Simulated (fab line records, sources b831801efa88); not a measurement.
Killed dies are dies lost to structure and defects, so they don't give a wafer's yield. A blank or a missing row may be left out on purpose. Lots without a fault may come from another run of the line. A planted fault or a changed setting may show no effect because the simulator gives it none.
fab line records | flow sky130
record lots=5 wafers=15 last_day=49
route steps=708 shown CONTACT@426 METAL1@434 VIA1@458 PAD_OPEN@708
lots that met no fault: from a run of the same line without faults
start_h: hours from the record's first day to the start of the lot's first wafer shown | wait_h: hours since the lot's step before | " the same as in the row above | L1.1+2: a row that stands for several wafers | - no value, or no start given | * or withheld: withheld | < > ~ a bound
route shown NAME@n: a module of which the file shows steps, and the number in the route of the first | usual: mean/standard deviation of fault-free wafers | same: alike in all rows | chamber/n: place in a boat | sites: the reading at each site | _std_site: their standard deviation | _edge_site: outer sites' mean less inner sites' | radius_mm: how far each site lies from the wafer's centre | mask NAME#n: copy n | behind: the tool/chamber that last shaped the wafer | hold: why the lot was held/for how many hours/how that ended | device: the transistor (n, p or np) that didn't switch | end of line: the same wafers' tests at the end of the route | a step without rows: its recipe alone | killed: dies lost to structure and defects at the first sort, not the wafer's yield | map: a wafer's dies, x killed, . not, _ none there
set.NAME: the setting as run; set.NAME@STEP: as run at that earlier step | model.NAME: the simulator's own value behind a step, which no gauge read
lots at some steps of the route; a table a step, a row a wafer
services: from which hour (start_h, from the record's first day; less than 0 if before it) a tool's chamber was out of use, for how many hours, and why
## steps
# step SKY_CONTACT_STRIP_20
# recipe chemistry=post_etch_residue_remover time_s=1200 temp_c=72.5
# step SKY_CONTACT_CLEAN_21
# recipe chemistry=IPA time_s=180 temp_c=25
# step SKY_CONTACT_CLEAN_22
# recipe chemistry=O3/DIW dry=n2_spin
# step SKY_CONTACT_SPUTTER_23
# recipe material=TiN target_thk_nm=20 chamber_pressure_pa=5 power_w=4000 time_s=80
# step SKY_CONTACT_CVD_24
# recipe material=W target_thk_nm=340 time_s=102.12 temp_c=400 pressure_torr=40
# usual heater_power_w=897/24
# columns lot.wafer tool chamber start_h wait_h heater_power_w
L276.1 cvd_w-02 0 760.44 0.0 880
L276.5 " 1 " " 868
L276.6 " 0 " " 880
L279.2 cvd_w-02 0 793.53 0.0 850
L279.4 " 1 " " 879
L279.5 " 0 " " 883
L281.1 cvd_w-01 1 815.09 0.0 913
L281.2 " 0 " " 890
L281.6 " 0 " " 934
L284.2 cvd_w-02 1 828.04 0.0 855
L284.3 " 1 " " 886
L284.6 " 0 " " 854
L289.1 cvd_w-01 1 872.74 0.0 914
L289.2 " 0 " " 917
L289.4 " 0 " " 933
# step SKY_CONTACT_RS_MEAS_25
# recipe thk_meas_gauge=four-point-probe reads=W_of_CONTACT_CVD_24+TiN_of_CONTACT_SPUTTER_23
# usual CONTACT_W_RS=0.337/0.0037
# columns lot.wafer tool chamber start_h wait_h CONTACT_W_RS[ohm/sq]
L276.1 film_metro-03 - 760.55 0.1 0.339
L276.5 " - " " 0.337
L276.6 " - " " 0.341
L279.2 film_metro-02 - 793.66 0.1 0.336
L279.4 " - " " 0.335
L279.5 " - " " 0.336
L281.1 film_metro-01 - 815.20 0.1 0.337
L281.2 " - " " 0.343
L281.6 " - " " 0.343
L284.2 film_metro-03 - 828.17 0.1 0.337
L284.3 " - " " 0.338
L284.6 " - " " 0.340
L289.1 film_metro-03 - 872.85 0.1 0.335
L289.2 " - " " 0.339
L289.4 " - " " 0.339
# step SKY_CONTACT_THK_MEAS_26
# recipe thk_meas_gauge=xrf reads=W_of_CONTACT_CVD_24
# usual CONTACT_W_THK=341/4.7
# columns lot.wafer tool chamber start_h wait_h CONTACT_W_THK[nm]
L276.1 film_metro-03 - 760.67 0.1 338
L276.5 " - " " 341
L276.6 " - " " 339
L279.2 film_metro-02 - 793.77 0.1 344
L279.4 " - " " 346
L279.5 " - " " 347
L281.1 film_metro-01 - 815.32 0.1 343
L281.2 " - " " 336
L281.6 " - " " 334
L284.2 film_metro-03 - 828.28 0.1 337
L284.3 " - " " 336
L284.6 " - " " 333
L289.1 film_metro-03 - 872.97 0.1 345
L289.2 " - " " 338
L289.4 " - " " 339
# step SKY_CONTACT_CMP_27
# recipe stop_on=SiO2 t_overpolish_s=15 down_force_psi=3.5 platen_rpm=60 target_thk_nm=0 pad_velocity_m_s=0.94248
# usual motor_current_A=10.5/0.83 overpolish_run_s=15.001/0.0083 time_to_endpoint_s=83/4.1
# columns lot.wafer tool chamber start_h wait_h motor_current_A overpolish_run_s time_to_endpoint_s
L276.1 cmp-01 3 760.78 0.1 10.0 14.996 86
L276.6 " 2 " " 11.5 15.015 80
L276.5 " 3 " " 10.3 15.002 84
L279.2 cmp-02 3 793.82 0.0 11.0 15.018 83
L279.4 " 1 " " 10.6 15.008 84
L279.5 " 0 " " 10.0 15.004 79
L281.1 cmp-01 3 815.43 0.1 10.5 15.006 85
L281.2 " 0 " " 9.8 14.993 79
L281.6 " 2 " " 11.6 15.002 81
L284.3 cmp-01 1 828.55 0.3 9.2 15.003 88
L284.2 " 3 " " 10.2 14.995 88
L284.6 " 0 " " 10.0 14.989 80
L289.4 cmp-02 1 873.03 0.0 10.7 14.994 82
L289.2 " 3 " " 10.6 14.992 81
L289.1 " 0 " " 9.9 15.006 80
# step SKY_METAL1_SPUTTER_00
# recipe material=Ti target_thk_nm=15 power_w=3000 time_s=10 chamber_pressure_pa=0.4
# usual throttle_valve_pct=30.2/1
# columns lot.wafer tool chamber start_h wait_h throttle_valve_pct
L276.1 pvd_sputter-01 - 761.03 0.2 30.9
L276.5 " - " " 30.5
L276.6 " - " " 31.1
L279.2 pvd_sputter-04 - 794.12 0.2 30.5
L279.4 " - " " 29.7
L279.5 " - " " 30.3
L281.1 pvd_sputter-04 - 815.68 0.2 29.8
L281.2 " - " " 31.1
L281.6 " - " " 30.5
L284.2 pvd_sputter-01 - 828.80 0.1 31.1
L284.3 " - " " 31.6
L284.6 " - " " 30.2
L289.1 pvd_sputter-01 - 873.33 0.1 30.7
L289.2 " - " " 30.4
L289.4 " - " " 28.5
# step SKY_METAL1_SPUTTER_01
# recipe material=TiN target_thk_nm=20 power_w=6500 time_s=16.7 chamber_pressure_pa=0.4
# usual throttle_valve_pct=30.2/1
# columns lot.wafer tool chamber start_h wait_h throttle_valve_pct
L276.1 pvd_sputter-01 - 761.05 0.0 30.8
L276.5 " - " " 30.3
L276.6 " - " " 31.0
L279.2 pvd_sputter-04 - 794.14 0.0 30.3
L279.4 " - " " 29.8
L279.5 " - " " 30.2
L281.1 pvd_sputter-04 - 815.70 0.0 29.7
L281.2 " - " " 31.3
L281.6 " - " " 30.5
L284.2 pvd_sputter-01 - 828.83 0.0 31.0
L284.3 " - " " 31.6
L284.6 " - " " 30.4
L289.1 pvd_sputter-01 - 873.35 0.0 31.3
L289.2 " - " " 30.4
L289.4 " - " " 28.5
# step SKY_METAL1_SPUTTER_02
# recipe material=AlCu target_thk_nm=250 power_w=10600 time_s=13.3 chamber_pressure_pa=0.4
# step SKY_METAL1_SPUTTER_03
# recipe material=Ti target_thk_nm=5 power_w=3000 time_s=3.3 chamber_pressure_pa=0.4
# step SKY_METAL1_SPUTTER_04
# recipe material=TiN target_thk_nm=70 power_w=6500 time_s=58.3 chamber_pressure_pa=0.4
# usual throttle_valve_pct=30.2/1
# columns lot.wafer tool chamber start_h wait_h throttle_valve_pct
L276.1 pvd_sputter-01 - 761.12 0.0 31.0
L276.5 " - " " 30.2
L276.6 " - " " 30.9
L279.2 pvd_sputter-04 - 794.21 0.0 30.3
L279.4 " - " " 29.6
L279.5 " - " " 30.4
L281.1 pvd_sputter-04 - 815.77 0.0 29.8
L281.2 " - " " 31.1
L281.6 " - " " 30.5
L284.2 pvd_sputter-01 - 828.90 0.0 31.0
L284.3 " - " " 31.7
L284.6 " - " " 30.3
L289.1 pvd_sputter-01 - 873.42 0.0 31.0
L289.2 " - " " 30.6
L289.4 " - " " 28.5
# step SKY_METAL1_RS_MEAS_05
# recipe thk_meas_gauge=four-point-probe reads=TiN_of_METAL1_SPUTTER_04+Ti_of_METAL1_SPUTTER_03+AlCu_of_METAL1_SPUTTER_02+TiN_of_METAL1_SPUTTER_01+Ti_of_METAL1_SPUTTER_00
# usual METAL1_ALCU_RS=0.1266/0.0016
# columns lot.wafer tool chamber start_h wait_h METAL1_ALCU_RS[ohm/sq]
L276.1 film_metro-03 - 761.17 0.0 0.1283
L276.5 " - " " 0.1277
L276.6 " - " " 0.1295
L279.2 film_metro-03 - 794.28 0.0 0.1281
L279.4 " - " " 0.1264
L279.5 " - " " 0.1263
L281.1 film_metro-04 - 815.82 0.0 0.1259
L281.2 " - " " 0.1262
L281.6 " - " " 0.1266
L284.2 film_metro-04 - 828.96 0.0 0.1261
L284.3 " - " " 0.1255
L284.6 " - " " 0.1263
L289.1 film_metro-03 - 873.47 0.0 0.1288
L289.2 " - " " 0.1266
L289.4 " - " " 0.1276
# step SKY_METAL1_THK_MEAS_06
# recipe thk_meas_gauge=xrf reads=AlCu_of_METAL1_SPUTTER_02
# usual METAL1_ALCU_THK=248/3.3
# columns lot.wafer tool chamber start_h wait_h METAL1_ALCU_THK[nm]
L276.1 film_metro-03 - 761.29 0.1 245
L276.5 " - " " 247
L276.6 " - " " 242
L279.2 film_metro-03 - 794.39 0.1 245
L279.4 " - " " 246
L279.5 " - " " 248
L281.1 film_metro-04 - 815.94 0.1 250
L281.2 " - " " 248
L281.6 " - " " 247
L284.2 film_metro-04 - 829.07 0.1 249
L284.3 " - " " 249
L284.6 " - " " 248
L289.1 film_metro-03 - 873.59 0.1 243
L289.2 " - " " 249
L289.4 " - " " 247
# step SKY_METAL1_DEHYDRATE_07
# recipe temp_c=200 time_s=60
# step SKY_METAL1_HMDS_08
# recipe prime_time_s=60 prime_temp_c=120
# step SKY_METAL1_COAT_09
# recipe resist=BARC temp_c=withheld time_s=withheld spin_rpm=3000 resist_thk_nm=60
# step SKY_METAL1_COAT_10
# recipe resist=KrF-thick spin_rpm=3000 resist_thk_nm=458.3
# step SKY_METAL1_SOFTBAKE_11
# recipe temp_c=100 time_s=90 resist=KrF-thick
# step SKY_METAL1_EXPOSE_12
# recipe mask_id=MM1 na=0.8 source_shape=annular sigma_inner=0.55 sigma_outer=0.85 target_cd_nm=140 dose_mj=28
# step SKY_METAL1_PEB_13
# recipe peb_temp_c=withheld peb_time_s=withheld resist=KrF-thick
# step SKY_METAL1_DEVELOP_14
# recipe develop_time_s=60 resist=KrF-thick dev_temp_c=21
# step SKY_METAL1_CD_MEAS_15
# recipe target_cd_nm=140
# usual cd_nm=140.4/1.5
# columns lot.wafer tool chamber start_h wait_h cd_nm
L276.1 cd_sem-01 - 787.85 - 139.4
L276.5 " - " " 138.4
L276.6 " - " " 139.5
L279.2 cd_sem-01 - 821.72 - 138.0
L279.4 " - " " 138.1
L279.5 " - " " 137.7
L281.1 cd_sem-01 - 842.45 - 139.6
L281.2 " - " " 137.4
L281.6 " - " " 137.3
L284.2 cd_sem-01 - 854.67 - 142.2
L284.3 " - " " 143.0
L284.6 " - " " 143.5
L289.1 cd_sem-01 - 898.46 - 138.2
L289.2 " - " " 140.8
L289.4 " - " " 139.3
# step SKY_METAL1_OVL_MEAS_16
# usual METAL1_OVL=-3/5.8
# columns lot.wafer tool chamber start_h wait_h METAL1_OVL[nm]
L276.1 overlay-02 - 787.97 0.1 -4
L276.5 " - " " -8
L276.6 " - " " 1
L279.2 overlay-02 - 821.82 0.1 5
L279.4 " - " " 10
L279.5 " - " " 2
L281.1 overlay-02 - 842.57 0.1 0
L281.2 " - " " 2
L281.6 " - " " 0
L284.2 overlay-01 - 854.77 0.1 -7
L284.3 " - " " -11
L284.6 " - " " -16
L289.1 overlay-01 - 898.58 0.1 -4
L289.2 " - " " -12
L289.4 " - " " 1
# step SKY_METAL1_DESCUM_17
# recipe chemistry=O2 source_power_w=150 bias_power_w=0 pressure_mtorr=10 temp_c=40 time_s=8
# usual drypump_motor_current_A=5.6/0.4 oes_product_au=1.002/0.013
# columns lot.wafer tool chamber start_h wait_h drypump_motor_current_A oes_product_au rf_hours_counter_h
L276.1 rie_metal-04 1 788.00 0.0 5.8 1.008 8
L276.5 " 1 " " 5.8 1.000 -
L276.6 " 0 " " 5.9 0.988 -
L279.2 rie_metal-01 0 821.85 0.0 4.9 1.011 14
L279.4 " 1 " " 6.0 1.018 -
L279.5 " 1 " " 6.0 1.020 -
L281.1 rie_metal-02 1 842.60 0.0 5.8 1.002 11
L281.2 " 0 " " 5.5 1.017 2
L281.6 " 1 " " 5.8 1.011 -
L284.2 rie_metal-04 1 854.80 0.0 5.7 0.995 9
L284.3 " 1 " " 5.8 0.988 -
L284.6 " 1 " " 5.7 0.989 -
L289.1 rie_metal-01 0 898.62 0.0 4.9 1.006 18
L289.2 " 0 " " 4.9 1.021 -
L289.4 " 0 " " 4.9 1.022 -
# step SKY_METAL1_ETCH_18
# recipe chemistry=N2/H2 target=BARC ion_energy_ev=200 bias_w=100 pressure_mtorr=30 n2_flow_sccm=100 h2_flow_sccm=200 icp_w=500 stop_on=SiO2 time_s=45.9 target_depth_a=600
# step SKY_METAL1_METAL_ETCH_19
# recipe target_depth_a=3600 stop_on=SiO2 over_etch_frac=0.3 time_s=78 chemistry=Cl2/BCl3 resist_sidewall_deg=88 pressure_mtorr=10 icp_w=900 bias_w=48.5 Cl2_flow_sccm=60 bcl3_flow_sccm=30
# step SKY_METAL1_STRIP_20
# recipe chemistry=O2/N2 power_w=1400 pressure_mtorr=1500 platen_temp_c=withheld o2_flow_sccm=3000 n2_flow_sccm=300 overash_fraction=0.5
# step SKY_METAL1_STRIP_21
# recipe chemistry=post_etch_residue_remover time_s=1200 temp_c=72.5
# step SKY_METAL1_CLEAN_22
# recipe chemistry=IPA time_s=180 temp_c=25
# step SKY_METAL1_CLEAN_23
# recipe chemistry=O3/DIW dry=n2_spin
# step SKY_VIA1_HDPCVD_00
# recipe material=SiO2 target_thk_nm=1030 sigma_open_frac=0.3 time_s=171.7 temp_c=400 sih4_flow_sccm=60 pressure_mtorr=6
# step SKY_VIA1_THK_MEAS_01
# recipe reads=SiO2_of_VIA1_HDPCVD_00
# usual VIA1_HDPCVD_THK=1032/14
# columns lot.wafer tool chamber start_h wait_h VIA1_HDPCVD_THK[nm]
L276.1 film_metro-01 - 788.93 0.1 1025
L276.5 " - " " 1000
L276.6 " - " " 1026
L279.2 film_metro-02 - 822.82 0.1 1041
L279.4 " - " " 1050
L279.5 " - " " 1033
L281.1 film_metro-01 - 843.49 0.1 1041
L281.2 " - " " 1064
L281.6 " - " " 1051
L284.2 film_metro-04 - 855.70 0.1 1033
L284.3 " - " " 1020
L284.6 " - " " 1023
L289.1 film_metro-02 - 899.70 0.1 1063
L289.2 " - " " 1029
L289.4 " - " " 1044
# step SKY_VIA1_CMP_02
# recipe material=SiO2 down_force_psi=4 platen_rpm=60 pad_velocity_m_s=0.94248
# step SKY_VIA1_BOW_MEAS_03
# recipe mode=bow
# usual VIA1_BOW=82/7.4
# columns lot.wafer tool chamber start_h wait_h VIA1_BOW[um]
L276.1 film_metro-02 - 789.29 0.1 83
L276.5 " - " " 85
L276.6 " - " " 78
L279.2 film_metro-04 - 823.19 0.3 86
L279.4 " - " " 80
L279.5 " - " " 75
L281.1 film_metro-04 - 843.85 0.1 86
L281.2 " - " " 79
L281.6 " - " " 95
L284.2 film_metro-04 - 856.07 0.2 85
L284.3 " - " " 77
L284.6 " - " " 78
L289.1 film_metro-01 - 900.06 0.2 91
L289.2 " - " " 79
L289.4 " - " " 87
# step SKY_VIA1_DEHYDRATE_04
# recipe temp_c=200 time_s=60
# step SKY_VIA1_HMDS_05
# recipe prime_time_s=60 prime_temp_c=120
# step SKY_VIA1_COAT_06
# recipe resist=BARC temp_c=withheld time_s=withheld spin_rpm=3000 resist_thk_nm=60
# step SKY_VIA1_COAT_07
# recipe resist=KrF-thick spin_rpm=3000 resist_thk_nm=450
# step SKY_VIA1_SOFTBAKE_08
# recipe temp_c=100 time_s=91.68 resist=KrF-thick
# step SKY_VIA1_EXPOSE_09
# recipe mask_id=VIM na=0.8 source_shape=annular sigma_inner=0.55 sigma_outer=0.85 target_cd_nm=150 dose_mj=38
# step SKY_PAD_OPEN_PROBE_99
# usual defect_limited_yield=82.4/1.9 killed_at_M0_to_M3=44/7.2 killed_at_M4_up=3.1/1.8 killed_at_contacts=25/5.2 killed_at_front_end=15/3.9 killed_at_other=0.2/0.5 killed_dies=86/9.5 killed_on_rim=17/3.5 killed_open=47/7.3 killed_short=40/6 sort_bin_3_pad_short=0.8/0.44 sort_bin_5_function=10.4/1.5 sort_bin_6_memory=6.3/1.1 sort_n_pass=406/9.5 sort_yield_pct=82.4/1.9
# same gross_dies=492 killed_at_back_side=0 sort_bin_4_leakage[%]=0 sort_bin_8_speed[%]=0
# columns lot.wafer tool chamber start_h wait_h defect_limited_yield[%] killed_at_M0_to_M3 killed_at_M4_up killed_at_contacts killed_at_front_end killed_at_other killed_dies killed_on_rim killed_open killed_short sort_bin_3_pad_short[%] sort_bin_5_function[%] sort_bin_6_memory[%] sort_n_pass sort_yield_pct[%] model.etest.tester.sort_n_pass model.etest.tester.sort_yield_pct model.etest.tester.sort_bin_5_pct model.etest.tester.sort_bin_3_pct
L276.1 prober-02 - 1095.58 0.1 83.5 38 5 18 20 0 81 14 35 46 0.8 9.3 6.3 411 83.5 411 83.54 9.35 0.813
L276.5 prober-02 - 1095.78 0.2 78.3 52 8 30 17 0 107 19 58 49 0.6 15.2 5.9 385 78.3 385 78.25 15.24 0.6098
L276.6 prober-02 - 1095.83 0.2 83.1 46 1 19 17 0 83 16 41 42 1.0 8.7 7.1 409 83.1 409 83.13 8.74 1.016
L279.2 prober-02 - 1120.18 0.1 83.3 40 5 27 8 2 82 17 45 37 0.2 10.8 5.7 410 83.3 410 83.33 10.77 0.2033
L279.4 prober-02 - 1120.28 0.2 81.5 41 5 34 8 3 91 22 52 39 0.8 10.2 7.5 401 81.5 401 81.5 10.16 0.813
L279.5 prober-02 - 1120.33 0.2 79.9 50 4 33 12 0 99 20 58 41 0.8 12.2 7.1 393 79.9 393 79.88 12.2 0.813
L281.1 prober-02 - 1134.49 0.1 83.1 49 1 19 14 0 83 14 52 31 0.8 11.0 5.1 409 83.1 409 83.13 10.98 0.813
L281.2 prober-02 - 1134.54 0.1 84.6 49 2 15 10 0 76 15 38 38 1.0 7.5 6.9 416 84.6 416 84.55 7.52 1.016
L281.6 prober-02 - 1134.74 0.2 81.7 38 3 32 15 2 90 14 40 50 1.2 11.2 5.9 402 81.7 402 81.71 11.18 1.22
L284.2 prober-01 - 1143.52 0.1 80.9 41 1 31 20 1 94 15 59 35 0.2 11.4 7.5 398 80.9 398 80.89 11.38 0.2033
L284.3 prober-01 - 1143.57 0.2 83.7 49 3 17 11 0 80 19 42 38 1.0 8.5 6.7 412 83.7 412 83.74 8.537 1.016
L284.6 prober-01 - 1143.72 0.2 85.2 48 3 13 9 0 73 16 34 39 0.6 7.3 6.9 419 85.2 419 85.16 7.317 0.6098
L289.1 prober-02 - 1175.72 0.1 72.2 91 6 21 19 0 137 30 55 34 2.2 16.5 9.1 355 72.2 355 72.15 16.46 2.236
L289.2 prober-02 - 1175.77 0.1 73.8 87 4 24 13 1 129 21 41 38 4.1 15.9 6.3 363 73.8 363 73.78 15.85 4.065
L289.4 prober-02 - 1175.87 0.2 73.8 66 2 37 24 0 129 20 49 44 2.6 16.7 6.9 363 73.8 363 73.78 16.67 2.642
# killed by level:class
L276.1 FIELD_ISO:geometric_particle:short=6 VIA1:geometric_particle:open=6 VIA3:geometric_particle:open=6 METAL2:geometric_particle:short=6 VIA2:geometric_particle:open=5 POLY_GATE:geometric_particle:short=5 LI_CONTACT:geometric_particle:open=5 CONTACT:geometric_particle:open=4
L276.5 CONTACT:geometric_particle:open=13 VIA1:geometric_particle:open=13 METAL1:geometric_particle:short=8 VIA1:geometric_particle:short=7 LI_CONTACT:geometric_particle:open=6 METAL2:geometric_particle:short=5 VIA3:geometric_particle:open=5 LOCAL_INTERCONNECT:geometric_particle:short=4
L276.6 VIA1:geometric_particle:open=12 VIA3:geometric_particle:open=8 CONTACT:geometric_particle:open=7 METAL2:geometric_particle:short=7 METAL1:geometric_particle:short=5 METAL3:geometric_particle:short=5 POLY_GATE:geometric_particle:short=4 SPACER:geometric_particle:open=4
L279.2 VIA1:geometric_particle:open=12 CONTACT:geometric_particle:open=9 LI_CONTACT:geometric_particle:open=8 VIA3:geometric_particle:open=7 METAL2:geometric_particle:short=6 VIA3:geometric_particle:short=5 CONTACT:geometric_particle:short=4 LOCAL_INTERCONNECT:geometric_particle:short=4
L279.4 CONTACT:geometric_particle:open=12 VIA1:geometric_particle:open=10 LI_CONTACT:geometric_particle:open=8 VIA2:geometric_particle:open=7 CONTACT:geometric_particle:short=5 LI_CONTACT:geometric_particle:short=4 LOCAL_INTERCONNECT:geometric_particle:short=4 METAL1:geometric_particle:open=4
L279.5 VIA1:geometric_particle:open=14 CONTACT:geometric_particle:open=11 LI_CONTACT:geometric_particle:open=10 VIA1:geometric_particle:short=9 VIA2:geometric_particle:open=7 POLY_GATE:geometric_particle:open=5 VIA3:geometric_particle:open=5 VIA2:geometric_particle:short=4
L281.1 VIA1:geometric_particle:open=9 LI_CONTACT:geometric_particle:open=7 METAL1:geometric_particle:short=7 VIA3:geometric_particle:open=7 VIA2:geometric_particle:open=7 POLY_GATE:geometric_particle:open=6 CONTACT:geometric_particle:open=6 LOCAL_INTERCONNECT:geometric_particle:short=4
L281.2 METAL2:geometric_particle:short=11 VIA2:geometric_particle:open=11 VIA1:geometric_particle:open=7 CONTACT:geometric_particle:open=6 METAL1:geometric_particle:short=5 VIA3:geometric_particle:open=4 FIELD_ISO:geometric_particle:short=3 LI_CONTACT:geometric_particle:open=3
L281.6 CONTACT:geometric_particle:short=10 METAL1:geometric_particle:short=9 CONTACT:geometric_particle:open=8 VIA1:geometric_particle:open=7 POLY_GATE:geometric_particle:open=6 LOCAL_INTERCONNECT:geometric_particle:short=6 METAL2:geometric_particle:short=5 FIELD_ISO:geometric_particle:open=4
L284.2 CONTACT:geometric_particle:open=14 VIA1:geometric_particle:open=13 LI_CONTACT:geometric_particle:open=8 FIELD_ISO:geometric_particle:short=7 VIA2:geometric_particle:open=7 POLY_GATE:geometric_particle:open=5 FIELD_ISO:geometric_particle:open=4 LOCAL_INTERCONNECT:geometric_particle:short=4
L284.3 VIA2:geometric_particle:open=12 METAL2:geometric_particle:short=9 LI_CONTACT:geometric_particle:open=8 VIA3:geometric_particle:open=6 VIA1:geometric_particle:short=5 VIA1:geometric_particle:open=5 FIELD_ISO:geometric_particle:short=4 METAL1:geometric_particle:short=4
L284.6 VIA1:geometric_particle:open=13 VIA1:geometric_particle:short=8 VIA3:geometric_particle:open=7 CONTACT:geometric_particle:open=5 METAL2:geometric_particle:short=5 VIA2:geometric_particle:short=5 CONTACT:geometric_particle:short=4 FIELD_ISO:geometric_particle:short=3
L289.1 METAL1:unspecified=46 VIA1:geometric_particle:open=10 CONTACT:geometric_particle:open=9 METAL1:geometric_particle:short=7 VIA2:geometric_particle:open=7 FIELD_ISO:geometric_particle:open=6 LI_CONTACT:geometric_particle:open=5 VIA3:geometric_particle:open=5
L289.2 METAL1:unspecified=50 CONTACT:geometric_particle:open=12 VIA3:geometric_particle:open=7 VIA1:geometric_particle:open=7 CONTACT:geometric_particle:short=5 VIA3:geometric_particle:short=5 FIELD_ISO:geometric_particle:open=4 VIA1:geometric_particle:short=4
L289.4 METAL1:unspecified=34 CONTACT:geometric_particle:short=9 VIA1:geometric_particle:open=9 CONTACT:geometric_particle:open=8 LOCAL_INTERCONNECT:geometric_particle:short=7 POLY_GATE:geometric_particle:open=7 LI_CONTACT:geometric_particle:open=7 VIA3:geometric_particle:open=7
# map L289.1 (x killed, . not)
__________xx...xx.x._________
________.......xx..x.._______
______..x....x.....x..xx_____
_____x........x......xx..____
____xx............x.......___
___.x.xx........x.xx.......__
__.xx...x........x...xx....._
_.x.xxx.x...xx....x..........
_.xxxxx.xx........x.x........
_xxxxxxxx.x.x...xx.x..xx..x..
_xxxxxxxxx.........x.....xx..
_xxxxxxxx....x.....x.xx.....x
_.xxxxxxx.........x.....xx...
_.x.x.xxx.......x..xxx....x..
_..........................xx
__........x......x.....xx..._
___x........x....x..x.....x__
____......x...xx....x.x..x___
_____.x......x..x........____
______x....x........x..x_____
________.............._______
__________.x..x...x._________
# map L284.2 (x killed, . not)
__________....xx...._________
________.x.......x...._______
______..........x......x_____
_____.....x........x.....____
____.x....x.....x.x.x..x..___
___..x.x..xx.x...x..x...x..__
__.........xx........x.xx..._
_x.........xx...x.x........x.
_..............x..x..x..x.x..
_..x.x..........x............
_x.xx.............xx.....x.x.
_....x....x...x..x.......x.xx
_.........x..........x..xx...
_....x........xxx..x...x.....
_.....x..........x......x....
__.............x......x.x.xx_
___....x......x........x...__
____x....x.x.x.x..........___
_____...x...xxx....x.....____
______.....x......x.x..x_____
________..x....x.x...._______
__________.......x.._________
## services
# columns tool chamber start_h hours kind
cmp-01 - 740.62 1.4 repair
cvd_w-02 - 742.65 0.6 repair
cmp-02 - 744.28 4.0 pm
cmp-02 - 748.28 - consumable_replace:conditioner
cmp-02 - 748.28 - consumable_replace:pad
cvd_w-02 - 751.36 2.8 pm
rie_metal-01 1 762.72 11.5 repair
rie_metal-01 - 768.38 0.2 repair
cmp-01 - 782.77 6.5 pm
cvd_w-01 0 808.75 2.4 repair
rie_metal-04 1 824.33 14.4 repair
cmp-02 - 825.01 0.3 repair
cmp-01 - 828.08 0.4 repair
cvd_w-01 - 828.93 0.9 repair
rie_metal-02 - 836.66 0.2 repair
cmp-01 - 840.32 3.9 repair
cvd_w-02 1 844.92 16.4 repair
cmp-02 - 858.69 2.2 repair
rie_metal-02 - 874.29 1.4 pm
rie_metal-01 1 883.84 - clean
rie_metal-01 1 883.84 30.5 scheduled_down
pvd_sputter-04 0 886.14 - consumable_replace:kit
pvd_sputter-04 0 886.14 18.0 scheduled_down
pvd_sputter-04 0 886.14 18.0 vent_cycle
## key
first_sign step=SKY_PAD_OPEN_PROBE_99 reading=killed_at_M0_to_M3 direction=up sigmas=5.2 usual=44 struck=81
effect step=SKY_PAD_OPEN_PROBE_99 reading=sort_bin_3_pad_short direction=up sigmas=4.8 usual=0.8 struck=3.0
model_effect step=SKY_PAD_OPEN_PROBE_99 value=etest.tester.sort_n_pass without=399.3 struck=360.3
met_at SKY_METAL1_SPUTTER_04
struck_wafers L289.1,L289.2,L289.4
onset_between 828.90 873.42
also_fits time
fault kind=chamber_particle_source tool=pvd_sputter-01 chamber=- onset_h=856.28 steps=SKY_METAL1_SPUTTER_04 rate_per_visit_cm2=0.70763 end_h=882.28
